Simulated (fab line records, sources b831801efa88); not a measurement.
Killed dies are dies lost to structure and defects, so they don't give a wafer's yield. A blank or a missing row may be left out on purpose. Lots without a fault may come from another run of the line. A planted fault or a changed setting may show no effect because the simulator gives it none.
fab line records | flow gf180mcu
record lots=5 wafers=15 last_day=34
route steps=602 shown POLY_GATE@173 HV_LDD@176
lots that met no fault: from a run of the same line without faults
start_h: hours from the record's first day to the start of the lot's first wafer shown | wait_h: hours since the lot's step before | " the same as in the row above | L1.1+2: a row that stands for several wafers | - no value, or no start given | * or withheld: withheld | < > ~ a bound
route shown NAME@n: a module of which the file shows steps, and the number in the route of the first | usual: mean/standard deviation of fault-free wafers | same: alike in all rows | chamber/n: place in a boat | sites: the reading at each site | _std_site: their standard deviation | _edge_site: outer sites' mean less inner sites' | radius_mm: how far each site lies from the wafer's centre | mask NAME#n: copy n | behind: the tool/chamber that last shaped the wafer | hold: why the lot was held/for how many hours/how that ended | device: the transistor (n, p or np) that didn't switch | end of line: the same wafers' tests at the end of the route | a step without rows: its recipe alone | killed: dies lost to structure and defects at the first sort, not the wafer's yield | map: a wafer's dies, x killed, . not, _ none there
set.NAME: the setting as run; set.NAME@STEP: as run at that earlier step | model.NAME: the simulator's own value behind a step, which no gauge read
lots at some steps of the route; a table a step, a row a wafer
services: from which hour (start_h, from the record's first day; less than 0 if before it) a tool's chamber was out of use, for how many hours, and why
## steps
# step GF_POLY_GATE_OXIDATION_16
# recipe temp_c=850 ambient=O2 stabilise_s=600 purge_s=300 target_thk_a=40 ox_time_s=899
# usual zone_power_bottom_pct=23.4/0.34
# same ox_time_s=899 purge_s=300
# columns lot.wafer tool chamber start_h wait_h zone_power_bottom_pct
L074.1 furnace-01 0 198.67 0.3 22.9
L074.3 " 0 " " 23.3
L074.6 " 0 " " 23.5
L076.2 furnace-01 0 211.45 0.9 23.1
L076.3 " 0 " " 23.1
L076.6 " 0 " " 23.5
L086.1 furnace-01 0 281.57 0.0 23.5
L086.2 " 0 " " 23.1
L086.3 " 0 " " 23.3
L093.1 furnace-01 0 333.62 0.0 23.4
L093.2 " 0 " " 23.3
L093.3 " 0 " " 23.3
L096.1 furnace-01 0 354.45 0.8 23.7
L096.4 " 0 " " 23.6
L096.5 " 0 " " 22.8
# step GF_POLY_GATE_THK_MEAS_17
# recipe reads=SiO2_of_POLY_GATE_OXIDATION_16
# usual POLY_GATE_OXIDATION_THK=4.02/0.075
# columns lot.wafer tool chamber start_h wait_h POLY_GATE_OXIDATION_THK[nm]
L074.1 film_metro-03 - 199.92 0.0 4.13
L074.3 " - " " 4.02
L074.6 " - " " 4.09
L076.2 film_metro-04 - 212.71 0.0 4.12
L076.3 " - " " 4.09
L076.6 " - " " 4.05
L086.1 film_metro-02 - 282.82 0.0 4.02
L086.2 " - " " 4.03
L086.3 " - " " 4.06
L093.1 film_metro-02 - 334.87 0.0 4.14
L093.2 " - " " 4.14
L093.3 " - " " 4.17
L096.1 film_metro-03 - 355.70 0.0 3.94
L096.4 " - " " 3.97
L096.5 " - " " 3.89
# step GF_POLY_GATE_CD_MEAS_18
# usual cd_nm=280.5/1.9
# columns lot.wafer tool chamber start_h wait_h cd_nm
L074.1 cd_sem-01 - 199.98 0.1 282.2
L074.3 " - " " 276.3
L074.6 " - " " 278.4
L076.2 cd_sem-01 - 212.85 0.1 280.4
L076.3 " - " " 281.6
L076.6 " - " " 282.5
L086.1 cd_sem-02 - 282.88 0.1 280.5
L086.2 " - " " 275.4
L086.3 " - " " 277.6
L093.1 cd_sem-01 - 334.93 0.1 279.4
L093.2 " - " " 281.7
L093.3 " - " " 281.6
L096.1 cd_sem-01 - 355.76 0.1 280.8
L096.4 " - " " 277.6
L096.5 " - " " 281.4
# step GF_HV_LDD_DEHYDRATE_00
# recipe temp_c=200 time_s=60
# columns lot.wafer tool chamber start_h wait_h
L074.1+3+6 litho_track-01 0 208.26 8.3
L076.2+3+6 litho_track-01 0 220.98 8.1
L086.1+2+3 litho_track-01 0 292.11 9.2
L093.1+2+3 litho_track-01 0 344.96 10.0
L096.1+4+5 litho_track-02 0 366.45 10.7
# step GF_HV_LDD_HMDS_01
# recipe prime_time_s=60 prime_temp_c=120
# columns lot.wafer tool chamber start_h wait_h
L074.1+3+6 litho_track-01 0 208.41 0.1
L076.2+3+6 litho_track-01 0 221.13 0.1
L086.1+2+3 litho_track-01 0 292.26 0.1
L093.1+2+3 litho_track-01 0 345.11 0.1
L096.1+4+5 litho_track-02 0 366.60 0.1
# step GF_HV_LDD_COAT_02
# recipe resist=NOVOLAK spin_rpm=3000 resist_thk_nm=1000
# columns lot.wafer tool chamber start_h wait_h
L074.1+3+6 litho_track-01 0 208.56 0.1
L076.2+3+6 litho_track-01 0 221.28 0.1
L086.1+2+3 litho_track-01 0 292.41 0.1
L093.1+2+3 litho_track-01 0 345.26 0.1
L096.1+4+5 litho_track-02 0 366.75 0.1
# step GF_HV_LDD_SOFTBAKE_03
# recipe temp_c=90 time_s=60 resist=NOVOLAK
# columns lot.wafer tool chamber start_h wait_h
L074.1+3+6 litho_track-01 0 208.71 0.1
L076.2+3+6 litho_track-01 0 221.43 0.1
L086.1+2+3 litho_track-01 0 292.56 0.1
L093.1+2+3 litho_track-01 0 345.41 0.1
L096.1+4+5 litho_track-02 0 366.90 0.1
# step GF_HV_LDD_EXPOSE_04
# recipe mask_id=Nplus_LV_AREA target_cd_nm=400 na=0.6 source_shape=conventional sigma_outer=0.6 dose_mj=140
# columns lot.wafer tool chamber start_h wait_h mask
L074.1+3+6 iline_stepper-02 0 - - Nplus_LV_AREA#0
L076.2+3+6 iline_stepper-02 0 - - Nplus_LV_AREA#0
L086.1+2+3 iline_stepper-01 0 - - Nplus_LV_AREA#0
L093.1+2+3 iline_stepper-02 0 - - Nplus_LV_AREA#0
L096.1+4+5 iline_stepper-01 0 - - Nplus_LV_AREA#0
# step GF_HV_LDD_PEB_05
# recipe temp_c=withheld time_s=* resist=NOVOLAK
# columns lot.wafer tool chamber start_h wait_h
L074.1+3+6 litho_track-03 0 - -
L076.2+3+6 litho_track-01 0 - -
L086.1+2+3 litho_track-03 0 - -
L093.1+2+3 litho_track-02 0 - -
L096.1+4+5 litho_track-03 0 - -
# step GF_HV_LDD_DEVELOP_06
# recipe develop_time_s=60 dev_temp_c=23
# columns lot.wafer tool chamber start_h wait_h
L074.1+3+6 litho_track-03 0 217.96 0.1
L076.2+3+6 litho_track-01 0 230.53 0.1
L086.1+2+3 litho_track-03 0 302.11 0.1
L093.1+2+3 litho_track-02 0 356.50 0.1
L096.1+4+5 litho_track-03 0 377.96 0.1
# step GF_HV_LDD_CD_MEAS_07
# recipe target_cd_nm=400
# usual cd_nm=400.5/2.2
# columns lot.wafer tool chamber start_h wait_h cd_nm
L074.1 cd_sem-02 - 218.11 0.1 398.8
L074.3 " - " " 400.1
L074.6 " - " " 400.0
L076.2 cd_sem-02 - 230.68 0.1 403.2
L076.3 " - " " 403.9
L076.6 " - " " 404.1
L086.1 cd_sem-02 - 302.26 0.1 395.2
L086.2 " - " " 396.5
L086.3 " - " " 397.2
L093.1 cd_sem-01 - 356.65 0.1 399.4
L093.2 " - " " 396.9
L093.3 " - " " 400.8
L096.1 cd_sem-01 - 378.11 0.1 400.5
L096.4 " - " " 402.6
L096.5 " - " " 400.6
# step GF_HV_LDD_OVL_MEAS_08
# usual HV_LDD_OVL=-1.3/1.2
# columns lot.wafer tool chamber start_h wait_h HV_LDD_OVL[nm]
L074.1 overlay-01 - 218.23 0.1 -1.5
L074.3 " - " " -2.2
L074.6 " - " " -3.0
L076.2 overlay-02 - 230.79 0.1 -0.6
L076.3 " - " " -1.0
L076.6 " - " " -0.2
L086.1 overlay-02 - 302.38 0.1 0.3
L086.2 " - " " 0.3
L086.3 " - " " 0.0
L093.1 overlay-02 - 356.77 0.1 -0.4
L093.2 " - " " -1.4
L093.3 " - " " -0.6
L096.1 overlay-01 - 378.23 0.1 -1.3
L096.4 " - " " 1.6
L096.5 " - " " 0.6
# step GF_HV_LDD_IMPLANT_09
# recipe species=As energy_kev=40 dose_cm2=1e+14 tilt_deg=7
# usual beam_energy_keV=40.001/0.013
# columns lot.wafer tool chamber start_h wait_h beam_energy_keV
L074.1 implanter-01 0 218.26 0.0 40.019
L074.3 " 0 " " 39.993
L074.6 " 0 " " 39.997
L076.2 implanter-02 0 230.84 0.0 40.005
L076.3 " 0 " " 39.990
L076.6 " 0 " " 40.002
L086.1 implanter-02 0 302.41 0.0 39.998
L086.2 " 0 " " 40.022
L086.3 " 0 " " 40.002
L093.1 implanter-04 0 356.80 0.0 39.999
L093.2 " 0 " " 39.992
L093.3 " 0 " " 40.003
L096.1 implanter-01 0 378.26 0.0 40.009
L096.4 " 0 " " 39.997
L096.5 " 0 " " 39.994
# step GF_HV_LDD_STRIP_10
# recipe chemistry=O2/N2 power_w=1400 pressure_mtorr=1500 platen_temp_c=250 o2_flow_sccm=3000 n2_flow_sccm=300 overash_fraction=0.5
# usual drypump_motor_current_A=5.7/0.5 heater_power_w=350/48 n2_flow_sccm=300.1/1.1 oes_product_au=0.716/0.0042 platen_temp_c=249.99/0.17 strip_time_to_endpoint_s=12.63/0.036
# columns lot.wafer tool chamber start_h wait_h drypump_motor_current_A heater_power_w n2_flow_sccm oes_product_au platen_temp_c rf_hours_counter_h strip_time_to_endpoint_s
L074.1 plasma_asher-02 0 218.41 0.1 6.4 278 300.0 0.709 250.22 11 12.63
L074.3 " 1 " " 5.5 400 298.6 0.711 250.05 - 12.59
L074.6 " 0 " " 6.4 282 298.4 0.716 249.80 - 12.63
L076.2 plasma_asher-01 1 230.97 0.1 5.9 347 300.1 0.716 250.04 55 12.59
L076.3 " 1 " " 5.9 344 299.7 0.715 250.07 - 12.60
L076.6 " 0 " " 5.6 365 300.5 0.711 249.86 - 12.60
L086.1 plasma_asher-03 0 302.56 0.1 6.2 408 300.4 0.717 249.94 72 12.66
L086.2 " 1 " " 4.9 295 299.4 0.721 249.78 72 12.69
L086.3 " 1 " " 4.9 307 299.1 0.715 249.80 - 12.62
L093.1 plasma_asher-01 1 356.95 0.1 5.9 350 300.0 0.721 249.86 68 12.57
L093.2 " 0 " " 5.6 359 301.4 0.708 250.01 68 12.58
L093.3 " 0 " " 5.6 353 302.2 0.716 250.26 - 12.58
L096.1 plasma_asher-02 1 378.41 0.1 5.5 403 300.7 0.719 249.86 28 12.63
L096.4 " 1 " " 5.5 395 301.1 0.713 249.89 - 12.67
L096.5 " 0 " " 6.3 280 300.2 0.718 250.00 - 12.68
# step GF_HV_LDD_TW_MEAS_11
# usual HV_LDD_TW=2398/16
# columns lot.wafer tool chamber start_h wait_h HV_LDD_TW
L074.1 film_metro-03 - 218.51 0.1 2406
L074.3 " - " " 2400
L074.6 " - " " 2400
L076.2 film_metro-04 - 231.08 0.1 2432
L076.3 " - " " 2406
L076.6 " - " " 2425
L086.1 film_metro-03 - 302.76 0.2 2374
L086.2 " - " " 2379
L086.3 " - " " 2372
L093.1 film_metro-04 - 357.05 0.1 2400
L093.2 " - " " 2399
L093.3 " - " " 2410
L096.1 film_metro-01 - 378.51 0.1 2419
L096.4 " - " " 2430
L096.5 " - " " 2409
# step GF_HV_LDD_DEHYDRATE_12
# recipe temp_c=200 time_s=60
# columns lot.wafer tool chamber start_h wait_h
L074.1+3+6 litho_track-03 0 227.11 8.6
L076.2+3+6 litho_track-01 0 239.73 8.6
L086.1+2+3 litho_track-02 0 312.15 9.4
L093.1+2+3 litho_track-03 0 367.81 10.7
L096.1+4+5 litho_track-03 0 388.81 10.3
# step GF_HV_LDD_HMDS_13
# recipe prime_time_s=60 prime_temp_c=120
# columns lot.wafer tool chamber start_h wait_h
L074.1+3+6 litho_track-03 0 227.26 0.1
L076.2+3+6 litho_track-01 0 239.88 0.1
L086.1+2+3 litho_track-02 0 312.30 0.1
L093.1+2+3 litho_track-03 0 367.96 0.1
L096.1+4+5 litho_track-03 0 388.96 0.1
# step GF_HV_LDD_COAT_14
# recipe resist=NOVOLAK spin_rpm=3000 resist_thk_nm=1000
# columns lot.wafer tool chamber start_h wait_h
L074.1+3+6 litho_track-03 0 227.41 0.1
L076.2+3+6 litho_track-01 0 240.03 0.1
L086.1+2+3 litho_track-02 0 312.45 0.1
L093.1+2+3 litho_track-03 0 368.11 0.1
L096.1+4+5 litho_track-03 0 389.11 0.1
# step GF_HV_LDD_SOFTBAKE_15
# recipe temp_c=90 time_s=60 resist=NOVOLAK
# columns lot.wafer tool chamber start_h wait_h
L074.1+3+6 litho_track-03 0 227.56 0.1
L076.2+3+6 litho_track-01 0 240.18 0.1
L086.1+2+3 litho_track-02 0 312.60 0.1
L093.1+2+3 litho_track-03 0 368.26 0.1
L096.1+4+5 litho_track-03 0 389.26 0.1
# step GF_HV_LDD_EXPOSE_16
# recipe mask_id=Pplus_LV_AREA target_cd_nm=400 na=0.6 source_shape=conventional sigma_outer=0.6 dose_mj=140
# columns lot.wafer tool chamber start_h wait_h mask
L074.1+3+6 iline_stepper-02 0 - - Pplus_LV_AREA#0
L076.2+3+6 iline_stepper-02 0 - - Pplus_LV_AREA#0
L086.1+2+3 iline_stepper-02 0 - - Pplus_LV_AREA#0
L093.1+2+3 iline_stepper-01 0 - - Pplus_LV_AREA#0
L096.1+4+5 iline_stepper-01 0 - - Pplus_LV_AREA#0
# step GF_HV_LDD_PEB_17
# recipe temp_c=withheld time_s=* resist=NOVOLAK
# columns lot.wafer tool chamber start_h wait_h
L074.1+3+6 litho_track-03 0 - -
L076.2+3+6 litho_track-02 0 - -
L086.1+2+3 litho_track-01 0 - -
L093.1+2+3 litho_track-03 0 - -
L096.1+4+5 litho_track-02 0 - -
# step GF_HV_LDD_DEVELOP_18
# recipe develop_time_s=60 dev_temp_c=23
# columns lot.wafer tool chamber start_h wait_h
L074.1+3+6 litho_track-03 0 236.56 0.1
L076.2+3+6 litho_track-02 0 249.62 0.1
L086.1+2+3 litho_track-01 0 322.81 0.1
L093.1+2+3 litho_track-03 0 379.51 0.1
L096.1+4+5 litho_track-02 0 401.15 0.1
# step GF_HV_LDD_CD_MEAS_19
# recipe target_cd_nm=400
# usual cd_nm=399.5/1.8
# columns lot.wafer tool chamber start_h wait_h cd_nm
L074.1 cd_sem-02 - 236.71 0.1 398.2
L074.3 " - " " 398.9
L074.6 " - " " 400.0
L076.2 cd_sem-02 - 249.77 0.1 395.6
L076.3 " - " " 397.6
L076.6 " - " " 397.7
L086.1 cd_sem-02 - 322.96 0.1 397.3
L086.2 " - " " 397.8
L086.3 " - " " 397.7
L093.1 cd_sem-02 - 379.66 0.1 400.2
L093.2 " - " " 399.9
L093.3 " - " " 399.3
L096.1 cd_sem-01 - 401.30 0.1 401.6
L096.4 " - " " 400.9
L096.5 " - " " 401.3
# step GF_HV_LDD_OVL_MEAS_20
# usual HV_LDD_01_OVL=-0.2/1.5
# columns lot.wafer tool chamber start_h wait_h HV_LDD_01_OVL[nm]
L074.1 overlay-01 - 236.83 0.1 -0.8
L074.3 " - " " -0.9
L074.6 " - " " -1.3
L076.2 overlay-01 - 249.88 0.1 -0.3
L076.3 " - " " -2.2
L076.6 " - " " -0.8
L086.1 overlay-01 - 323.08 0.1 -2.3
L086.2 " - " " -2.3
L086.3 " - " " -1.4
L093.1 overlay-02 - 379.78 0.1 -1.1
L093.2 " - " " -0.4
L093.3 " - " " -0.9
L096.1 overlay-02 - 401.42 0.1 2.7
L096.4 " - " " 1.9
L096.5 " - " " 1.4
# step GF_HV_LDD_IMPLANT_21
# recipe species=BF2 energy_kev=25 dose_cm2=5e+13 tilt_deg=7
# usual beam_energy_keV=24.998/0.0084
# columns lot.wafer tool chamber start_h wait_h beam_energy_keV
L074.1 implanter-02 0 236.86 0.0 25.010
L074.3 " 0 " " 25.000
L074.6 " 0 " " 25.006
L076.2 implanter-01 0 249.93 0.0 25.001
L076.3 " 0 " " 24.992
L076.6 " 0 " " 24.994
L086.1 implanter-04 0 323.11 0.0 25.004
L086.2 " 0 " " 25.008
L086.3 " 0 " " 24.999
L093.1 implanter-04 0 379.81 0.0 24.996
L093.2 " 0 " " 25.000
L093.3 " 0 " " 24.994
L096.1 implanter-04 0 401.45 0.0 25.009
L096.4 " 0 " " 24.995
L096.5 " 0 " " 25.003
# step GF_HV_LDD_STRIP_22
# recipe chemistry=O2/N2 power_w=1400 pressure_mtorr=1500 platen_temp_c=250 o2_flow_sccm=3000 n2_flow_sccm=300 overash_fraction=0.5
# usual drypump_motor_current_A=5.7/0.49 heater_power_w=351/46 n2_flow_sccm=299.9/0.83 oes_product_au=0.716/0.0042 platen_temp_c=249.98/0.18 strip_time_to_endpoint_s=12.636/0.026
# columns lot.wafer tool chamber start_h wait_h drypump_motor_current_A heater_power_w n2_flow_sccm oes_product_au platen_temp_c rf_hours_counter_h strip_time_to_endpoint_s
L074.1 plasma_asher-03 1 237.01 0.1 4.9 301 301.0 0.720 249.94 65 12.655
L074.3 " 0 " " 6.2 409 300.0 0.721 250.02 - 12.645
L074.6 " 1 " " 4.9 310 301.2 0.721 250.44 - 12.606
L076.2 plasma_asher-03 1 250.06 0.1 4.9 306 300.1 0.724 250.05 66 12.604
L076.3 " 0 " " 6.2 399 299.8 0.716 249.83 - 12.612
L076.6 " 0 " " 6.2 403 299.1 0.718 249.70 - 12.584
L086.1 plasma_asher-03 0 323.26 0.1 6.2 402 300.0 0.717 249.93 74 12.654
L086.2 " 1 " " 4.9 305 300.1 0.725 249.76 74 12.685
L086.3 " 1 " " 4.9 302 299.3 0.716 250.09 - 12.655
L093.1 plasma_asher-02 1 379.96 0.1 5.5 393 299.7 0.708 249.98 28 12.613
L093.2 " 0 " " 6.4 282 299.8 0.705 249.82 28 12.614
L093.3 " 0 " " 6.4 278 299.6 0.718 249.64 - 12.617
L096.1 plasma_asher-03 1 401.60 0.1 4.9 299 300.6 0.715 250.25 82 12.655
L096.4 " 0 " " 6.2 408 299.0 0.713 249.68 - 12.640
L096.5 " 1 " " 4.9 302 301.0 0.715 249.83 - 12.608
# step GF_HV_LDD_TW_MEAS_23
# usual HV_LDD_2_TW=1050/8.7
# columns lot.wafer tool chamber start_h wait_h HV_LDD_2_TW
L074.1 film_metro-04 - 237.11 0.1 1057
L074.3 " - " " 1053
L074.6 " - " " 1049
L076.2 film_metro-01 - 250.17 0.1 1064
L076.3 " - " " 1058
L076.6 " - " " 1054
L086.1 film_metro-04 - 323.36 0.1 1061
L086.2 " - " " 1058
L086.3 " - " " 1053
L093.1 film_metro-04 - 380.06 0.1 1048
L093.2 " - " " 1052
L093.3 " - " " 1048
L096.1 film_metro-01 - 401.70 0.1 1063
L096.4 " - " " 1054
L096.5 " - " " 1063
# step GF_HV_LDD_DEHYDRATE_24
# recipe temp_c=200 time_s=60
# columns lot.wafer tool chamber start_h wait_h
L074.1+3+6 litho_track-03 0 246.11 9.0
L076.2+3+6 litho_track-03 0 258.83 8.7
L086.1+2+3 litho_track-01 0 333.26 9.9
L093.1+2+3 litho_track-01 0 391.01 10.9
L096.1+4+5 litho_track-02 0 412.60 10.9
# step GF_HV_LDD_HMDS_25
# recipe prime_time_s=60 prime_temp_c=120
# columns lot.wafer tool chamber start_h wait_h
L074.1+3+6 litho_track-03 0 246.26 0.1
L076.2+3+6 litho_track-03 0 258.98 0.1
L086.1+2+3 litho_track-01 0 333.41 0.1
L093.1+2+3 litho_track-01 0 391.16 0.1
L096.1+4+5 litho_track-02 0 412.75 0.1
# step GF_HV_LDD_COAT_26
# recipe resist=NOVOLAK spin_rpm=3000 resist_thk_nm=1000
# columns lot.wafer tool chamber start_h wait_h
L074.1+3+6 litho_track-03 0 246.41 0.1
L076.2+3+6 litho_track-03 0 259.13 0.1
L086.1+2+3 litho_track-01 0 333.56 0.1
L093.1+2+3 litho_track-01 0 391.31 0.1
L096.1+4+5 litho_track-02 0 412.90 0.1
# step GF_HV_LDD_SOFTBAKE_27
# recipe temp_c=90 time_s=60 resist=NOVOLAK
# columns lot.wafer tool chamber start_h wait_h
L074.1+3+6 litho_track-03 0 246.56 0.1
L076.2+3+6 litho_track-03 0 259.28 0.1
L086.1+2+3 litho_track-01 0 333.71 0.1
L093.1+2+3 litho_track-01 0 391.46 0.1
L096.1+4+5 litho_track-02 0 413.05 0.1
# step GF_HV_LDD_EXPOSE_28
# recipe mask_id=Nplus_HV_AREA target_cd_nm=400 na=0.6 source_shape=conventional sigma_outer=0.6 dose_mj=140
# columns lot.wafer tool chamber start_h wait_h mask
L074.1+3+6 iline_stepper-02 0 - - Nplus_HV_AREA#0
L076.2+3+6 iline_stepper-02 0 - - Nplus_HV_AREA#0
L086.1+2+3 iline_stepper-02 0 - - Nplus_HV_AREA#0
L093.1+2+3 iline_stepper-01 0 - - Nplus_HV_AREA#0
L096.1+4+5 iline_stepper-02 0 - - Nplus_HV_AREA#0
# step GF_HV_LDD_PEB_29
# recipe temp_c=withheld time_s=* resist=NOVOLAK
# columns lot.wafer tool chamber start_h wait_h
L074.1+3+6 litho_track-03 0 - -
L076.2+3+6 litho_track-03 0 - -
L086.1+2+3 litho_track-01 0 - -
L093.1+2+3 litho_track-01 0 - -
L096.1+4+5 litho_track-01 0 - -
# step GF_HV_LDD_DEVELOP_30
# recipe develop_time_s=60 dev_temp_c=23
# columns lot.wafer tool chamber start_h wait_h
L074.1+3+6 litho_track-03 0 256.06 0.1
L076.2+3+6 litho_track-03 0 268.53 0.1
L086.1+2+3 litho_track-01 0 343.91 0.1
L093.1+2+3 litho_track-01 0 403.41 0.1
L096.1+4+5 litho_track-01 0 425.11 0.1
# step GF_HV_LDD_CD_MEAS_31
# recipe target_cd_nm=400
# usual cd_nm=399.6/2.1
# columns lot.wafer tool chamber start_h wait_h cd_nm
L074.1 cd_sem-01 - 256.21 0.1 399.1
L074.3 " - " " 399.3
L074.6 " - " " 399.7
L076.2 cd_sem-02 - 268.68 0.1 397.3
L076.3 " - " " 402.5
L076.6 " - " " 399.5
L086.1 cd_sem-01 - 344.06 0.1 401.8
L086.2 " - " " 400.1
L086.3 " - " " 400.1
L093.1 cd_sem-02 - 403.56 0.1 398.1
L093.2 " - " " 396.8
L093.3 " - " " 397.2
L096.1 cd_sem-02 - 425.26 0.1 397.3
L096.4 " - " " 398.2
L096.5 " - " " 401.7
# step GF_HV_LDD_OVL_MEAS_32
# usual HV_LDD_02_OVL=0.3/1.3
# columns lot.wafer tool chamber start_h wait_h HV_LDD_02_OVL[nm]
L074.1 overlay-01 - 256.33 0.1 -1.3
L074.3 " - " " -1.8
L074.6 " - " " 0.0
L076.2 overlay-01 - 268.78 0.1 0.2
L076.3 " - " " 0.1
L076.6 " - " " 0.5
L086.1 overlay-01 - 344.18 0.1 -0.2
L086.2 " - " " -0.4
L086.3 " - " " 0.4
L093.1 overlay-02 - 403.68 0.1 1.2
L093.2 " - " " 1.3
L093.3 " - " " 0.5
L096.1 overlay-01 - 425.38 0.1 -1.6
L096.4 " - " " -1.9
L096.5 " - " " -2.8
# step GF_HV_LDD_IMPLANT_33
# recipe species=P energy_kev=60 dose_cm2=7.5e+12 tilt_deg=30 rotation_deg=0
# usual beam_energy_keV=60.000/0.019 rotation_deg=-0.003/0.019
# columns lot.wafer tool chamber start_h wait_h beam_energy_keV rotation_deg
L074.1 implanter-02 0 256.36 0.0 59.986 -0.012
L074.3 " 0 " " 60.006 -0.001
L074.6 " 0 " " 59.998 -0.004
L076.2 implanter-02 0 268.84 0.0 60.001 0.001
L076.3 " 0 " " 60.004 0.002
L076.6 " 0 " " 60.014 0.015
L086.1 implanter-04 0 344.21 0.0 60.006 0.013
L086.2 " 0 " " 60.008 -0.013
L086.3 " 0 " " 60.030 -0.017
L093.1 implanter-01 0 403.71 0.0 60.028 0.001
L093.2 " 0 " " 60.003 0.028
L093.3 " 0 " " 60.027 0.005
L096.1 implanter-04 0 425.41 0.0 60.020 -0.017
L096.4 " 0 " " 60.016 -0.025
L096.5 " 0 " " 60.025 -0.005
# step GF_HV_LDD_IMPLANT_34
# recipe species=P energy_kev=60 dose_cm2=7.5e+12 tilt_deg=30 rotation_deg=90
# usual beam_energy_keV=60.000/0.02 rotation_deg=89.999/0.022
# columns lot.wafer tool chamber start_h wait_h beam_energy_keV rotation_deg
L074.1 implanter-02 0 256.51 0.1 59.984 89.980
L074.3 " 0 " " 59.968 90.029
L074.6 " 0 " " 60.001 89.999
L076.2 implanter-02 0 268.99 0.1 60.052 90.007
L076.3 " 0 " " 60.047 90.020
L076.6 " 0 " " 60.038 90.045
L086.1 implanter-04 0 344.36 0.1 60.020 89.990
L086.2 " 0 " " 60.004 90.005
L086.3 " 0 " " 60.009 90.000
L093.1 implanter-01 0 403.86 0.1 59.954 90.006
L093.2 " 0 " " 59.971 89.987
L093.3 " 0 " " 59.988 89.998
L096.1 implanter-04 0 425.56 0.1 59.994 90.029
L096.4 " 0 " " 60.007 90.016
L096.5 " 0 " " 60.004 89.996
# step GF_HV_LDD_IMPLANT_35
# recipe species=P energy_kev=60 dose_cm2=7.5e+12 tilt_deg=30 rotation_deg=180
# usual beam_energy_keV=59.996/0.016 rotation_deg=180.00/0.036
# columns lot.wafer tool chamber start_h wait_h beam_energy_keV rotation_deg
L074.1 implanter-02 0 256.66 0.1 60.010 179.97
L074.3 " 0 " " 59.994 179.98
L074.6 " 0 " " 60.008 180.03
L076.2 implanter-02 0 269.14 0.1 59.986 179.92
L076.3 " 0 " " 60.002 179.91
L076.6 " 0 " " 59.979 179.96
L086.1 implanter-04 0 344.51 0.1 59.991 180.01
L086.2 " 0 " " 60.001 180.02
L086.3 " 0 " " 59.966 180.00
L093.1 implanter-01 0 404.01 0.1 60.029 180.10
L093.2 " 0 " " 60.004 179.97
L093.3 " 0 " " 60.014 179.93
L096.1 implanter-04 0 425.71 0.1 60.001 179.96
L096.4 " 0 " " 59.996 180.02
L096.5 " 0 " " 60.009 179.99
# step GF_HV_LDD_IMPLANT_36
# recipe species=P energy_kev=60 dose_cm2=7.5e+12 tilt_deg=30 rotation_deg=270
# usual beam_energy_keV=60.002/0.019 rotation_deg=270.00/0.051
# columns lot.wafer tool chamber start_h wait_h beam_energy_keV rotation_deg
L074.1 implanter-02 0 256.81 0.1 59.986 270.12
L074.3 " 0 " " 59.961 270.00
L074.6 " 0 " " 59.987 269.93
L076.2 implanter-02 0 269.29 0.1 59.963 269.90
L076.3 " 0 " " 59.985 269.96
L076.6 " 0 " " 59.993 270.05
L086.1 implanter-04 0 344.66 0.1 60.021 270.00
L086.2 " 0 " " 59.995 270.00
L086.3 " 0 " " 60.018 269.97
L093.1 implanter-01 0 404.16 0.1 60.056 269.96
L093.2 " 0 " " 60.022 269.93
L093.3 " 0 " " 60.008 269.89
L096.1 implanter-04 0 425.86 0.1 60.015 269.97
L096.4 " 0 " " 60.002 269.99
L096.5 " 0 " " 60.017 269.93
# step GF_HV_LDD_STRIP_37
# recipe chemistry=O2/N2 power_w=1400 pressure_mtorr=1500 platen_temp_c=250 o2_flow_sccm=3000 n2_flow_sccm=300 overash_fraction=0.5
# usual drypump_motor_current_A=5.8/0.4 heater_power_w=346/46 n2_flow_sccm=300.0/0.93 oes_product_au=0.716/0.0042 platen_temp_c=250.00/0.19 strip_time_to_endpoint_s=12.64/0.038
# columns lot.wafer tool chamber start_h wait_h drypump_motor_current_A heater_power_w n2_flow_sccm oes_product_au platen_temp_c rf_hours_counter_h strip_time_to_endpoint_s
L074.1 plasma_asher-02 0 256.96 0.1 6.4 277 299.6 0.709 250.06 15 12.56
L074.3 " 0 " " 6.4 283 299.3 0.714 250.22 - 12.57
L074.6 " 0 " " 6.4 288 300.2 0.711 250.12 - 12.57
L076.2 plasma_asher-01 0 269.41 0.1 5.6 368 298.6 0.713 249.76 59 12.71
L076.3 " 1 " " 5.9 350 300.2 0.713 249.84 - 12.65
L076.6 " 1 " " 5.9 356 298.9 0.724 250.07 - 12.65
L086.1 plasma_asher-01 0 344.81 0.1 5.6 360 300.1 0.714 249.55 67 12.63
L086.2 " 1 " " 5.9 341 300.4 0.713 250.23 67 12.64
L086.3 " 0 " " 5.6 352 300.4 0.717 249.85 - 12.65
L093.1 plasma_asher-03 1 404.31 0.1 4.9 301 299.4 0.725 250.19 83 12.64
L093.2 " 0 " " 6.2 410 299.0 0.717 250.07 83 12.61
L093.3 " 1 " " 4.9 300 298.3 0.719 250.28 - 12.60
L096.1 plasma_asher-02 0 426.01 0.1 6.4 277 301.1 0.711 249.94 33 12.70
L096.4 " 0 " " 6.4 279 299.4 0.712 250.13 - 12.72
L096.5 " 0 " " 6.4 281 300.2 0.714 249.89 - 12.74
# step GF_HV_LDD_TW_MEAS_38
# usual HV_LDD_3_TW=1425/9.4
# columns lot.wafer tool chamber start_h wait_h HV_LDD_3_TW
L074.1 film_metro-01 - 257.06 0.1 1435
L074.3 " - " " 1439
L074.6 " - " " 1444
L076.2 film_metro-03 - 269.52 0.1 1414
L076.3 " - " " 1417
L076.6 " - " " 1415
L086.1 film_metro-04 - 344.91 0.1 1424
L086.2 " - " " 1430
L086.3 " - " " 1431
L093.1 film_metro-03 - 404.41 0.1 1418
L093.2 " - " " 1422
L093.3 " - " " 1426
L096.1 film_metro-04 - 426.11 0.1 1435
L096.4 " - " " 1432
L096.5 " - " " 1425
## services
# columns tool chamber start_h hours kind
furnace-01 - 179.46 3.3 pm
furnace-01 - 191.49 3.4 pm
implanter-04 - 194.52 1.8 repair
iline_stepper-01 - 195.10 4.4 pm
implanter-02 - 198.57 7.8 pm
implanter-02 - 275.33 1.4 repair
iline_stepper-02 - 283.30 10.8 repair
implanter-01 - 294.17 74.9 repair
iline_stepper-01 - 327.10 1.7 pm
implanter-01 - 340.60 3.6 repair
iline_stepper-01 - 348.87 1.8 repair
iline_stepper-02 - 353.52 5.0 repair
iline_stepper-02 - 363.79 1.7 pm
implanter-01 - 369.02 4.9 pm
plasma_asher-03 - 386.89 0.8 repair
implanter-02 - 403.00 5.8 pm
furnace-01 - 412.87 2.8 pm
plasma_asher-01 - 421.25 9.0 pm
plasma_asher-01 0 421.25 9.0 vent_cycle
plasma_asher-01 1 421.25 9.0 vent_cycle
## key
fault none
